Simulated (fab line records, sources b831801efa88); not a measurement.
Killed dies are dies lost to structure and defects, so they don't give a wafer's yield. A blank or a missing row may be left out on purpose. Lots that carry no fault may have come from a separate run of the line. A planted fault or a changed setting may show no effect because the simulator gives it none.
Which tool did it?	flow gf180mcu	11 lots with 33 wafers sampled at 4 steps, on a route of 602 steps

## WHAT EACH GAUGE READ, for each wafer
GF_M1_CD_MEAS_14: target cd 230 nm.
lot	measured	on	cdNm (nm)
L848	day 17 03:24	cdSem-02	229.8 229.4 229.2
L850	day 17 19:44	cdSem-01	230.3 231.2 230.9
L851	day 17 22:18	cdSem-02	231.6 231.4 231.4
L854	day 19 02:08	cdSem-02	229.2 229.3 229.8
L855	day 19 15:04	cdSem-02	229.3 229.1 228.6
L860	day 21 10:44	cdSem-01	229.7 229.3 230.1
L862	day 22 08:25	cdSem-02	229.7 228.6 231.0
L863	day 22 20:20	cdSem-02	231.0 230.8 231.0
L864	day 23 00:43	cdSem-01	213.4 213.9 213.5 213.5 214.0 213.2
L865	day 23 17:17	cdSem-02	217.0 217.5 218.4 216.9 217.5 217.7
L867	day 24 09:38	cdSem-02	229.9 229.8 229.7

## WHAT TOOL EACH LOT RAN ON (gives the tool, then ch and the chambers of the sampled wafers, and finally the start)
lot	GF_CONTACT_ETCH_17	GF_CONTACT_SPUTTER_23	GF_M1_PEB_12
L848	rieDiel-02 ch 0,1,3, day 16 03:07 or earlier	pvdSputter-02, day 16 03:07	lithoTrack-03 ch 0, day 17 03:04
L850	rieDiel-02 ch 0,1, day 16 19:22 or earlier	pvdSputter-04, day 16 19:22	lithoTrack-02 ch 0, day 17 19:23
L851	rieDiel-03 ch 0,2, day 16 22:50 or earlier	pvdSputter-03, day 16 22:50	lithoTrack-03 ch 0, day 17 21:58
L854	rieDiel-03 ch 0,3, day 18 01:02 or earlier	pvdSputter-03, day 18 01:02	lithoTrack-01 ch 0, day 19 01:48
L855	rieDiel-03 ch 2,3, day 18 13:54 or earlier	pvdSputter-02, day 18 13:54	lithoTrack-01 ch 0, day 19 14:43
L860	rieDiel-03 ch 1,2,3, day 20 10:05 or earlier	pvdSputter-02, day 20 10:05	lithoTrack-03 ch 0, day 21 10:23
L862	rieDiel-03 ch 0,3, day 21 08:10 or earlier	pvdSputter-03, day 21 08:10	lithoTrack-01 ch 0, day 22 08:04
L863	rieDiel-02 ch 0,1,2, day 21 20:41 or earlier	pvdSputter-04, day 21 20:41	lithoTrack-01 ch 0, day 22 19:58
L864	rieDiel-03 ch 0,1,3, day 22 01:14 or earlier	pvdSputter-02, day 22 01:14	lithoTrack-03 ch 0, day 23 00:24
L865	rieDiel-02 ch 1,2, day 22 17:59 or earlier	pvdSputter-04, day 22 17:59	lithoTrack-03 ch 0, day 23 16:56
L867	rieDiel-03 ch 0,1,3, day 23 10:59 or earlier	pvdSputter-04, day 23 10:59	lithoTrack-02 ch 0, day 24 09:17
- GF_CONTACT_ETCH_17: etches SiO2 in C4F8/O2/Ar, stops on CoSi2, target depth 860 nm.
- GF_CONTACT_SPUTTER_23: material TiN, target thk 10 nm, time 40 s.
- GF_M1_PEB_12: peb time 90 s.

## THE ANSWER, worked out from the rows above alone
Rule: the usual values come from the lots themselves. The widest of any qualifying gaps counts: lots, ordered by their means at a reading, are off when they make up no more than a third of the lots, leave a main group of 4 or more, and stand apart from it by 3 or more times the standard deviation of that group's means. The tables above print the reading to a certain number of digits; a main group whose means all agree to those digits is not used. Also off: a lot with no number at a reading for which 4 or more lots have one. The other lots that the step has rows for count as sound.
Off, at GF_M1_CD_MEAS_14 on cdNm: L864, L865. Main group: mean 230.0 nm, sd 0.78.
A tool fits if, at a process step before that reading, it ran every lot that is off, and no sound lot after the first of them. The gauges at GF_M1_CD_MEAS_14 are tried like those tools. With no start given for some of its lots, GF_CONTACT_ETCH_17 uses the hours and lot order of GF_CONTACT_SPUTTER_23. One candidate fits, namely lithoTrack-03 at GF_M1_PEB_12. Its last sound lot is L860 (day 21 10:23), its first lot that is off L864 (day 23 00:24): a fault that began between those two fits.

## WHAT THE SIMULATOR HAD INSERTED
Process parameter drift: lithoTrack-03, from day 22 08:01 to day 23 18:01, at GF_M1_PEB_12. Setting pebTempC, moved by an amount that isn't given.
Lots struck among those shown: L864, L865. The rule above found the same.
